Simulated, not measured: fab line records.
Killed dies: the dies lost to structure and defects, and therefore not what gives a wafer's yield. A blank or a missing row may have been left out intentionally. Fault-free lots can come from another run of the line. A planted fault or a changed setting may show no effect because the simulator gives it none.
Matching of chambers + flow gf180mcu + GF_V4_ETCH_16 on rie diel-02 has 4 sister chambers
The step etches BARC in N2/H2. 8 wafers are shown with their chamber, then 12 later ones without.

WAFERS, EACH WITH ITS CHAMBER
| wafer  | chamber | drypump motor current A (A) | rf fwd power W (W) |
|--------|---------|-----------------------------|--------------------|
| L085.2 | 2       | 4.8                         | 497.3              |
| L086.6 | 3       | 5.3                         | 492.5              |
| L087.1 | 0       | 5.8                         | 494.6              |
| L087.5 | 3       | 5.4                         | 496.7              |
| L087.6 | 2       | 4.8                         | 498.1              |
| L088.1 | 0       | 5.8                         | 495.9              |
| L088.2 | 1       | 5.7                         | 499.9              |
| L088.6 | 1       | 5.6                         | 497.0              |

WAFERS WHOSE CHAMBER IS MISSING
| wafer  | drypump motor current A (A) | rf fwd power W (W) |
|--------|-----------------------------|--------------------|
| L092.2 | 4.8                         | 497.8              |
| L092.3 | 5.8                         | 493.9              |
| L092.4 | 5.7                         | 497.1              |
| L094.1 | 5.4                         | 493.2              |
| L094.5 | 5.8                         | 497.4              |
| L094.6 | 4.8                         | 494.2              |
| L097.2 | 5.7                         | 498.0              |
| L097.3 | 5.3                         | 494.3              |
| L097.6 | 5.3                         | 494.4              |
| L096.3 | 5.4                         | 497.2              |
| L096.4 | 5.6                         | 500.0              |
| L096.5 | 5.8                         | 493.8              |

EACH ONE'S CHAMBER
| wafer  | from the rows above     | in truth |
|--------|-------------------------|----------|
| L092.2 | 2                       | 2        |
| L092.3 | 0                       | 0        |
| L092.4 | can't be placed: 1 or 0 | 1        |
| L094.1 | 3                       | 3        |
| L094.5 | can't be placed: 0 or 1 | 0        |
| L094.6 | 2                       | 2        |
| L097.2 | can't be placed: 1 or 0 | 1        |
| L097.3 | 3                       | 3        |
| L097.6 | 3                       | 3        |
| L096.3 | 3                       | 3        |
| L096.4 | 1                       | 1        |
| L096.5 | 0                       | 0        |
9 of 12 placed correctly. These rows do not allow placing 3 (true chamber among the candidates in 3). 0 placed wrongly.
How it was worked out, from the rows above alone: a wafer's distance from a chamber is the root of the sum, over the readings, of the square of ((its reading less the chamber's mean) divided by the reading's scatter). If the next closest chamber is less than 2 further off than the closest, the wafer can't be placed; otherwise it belongs to the closest. For every chamber, the mean is computed from those of its wafers that are shown. The scatter: the root of (the sum of the squares of (reading less its chamber's mean) over the shown wafers, divided by (wafers less chambers)).
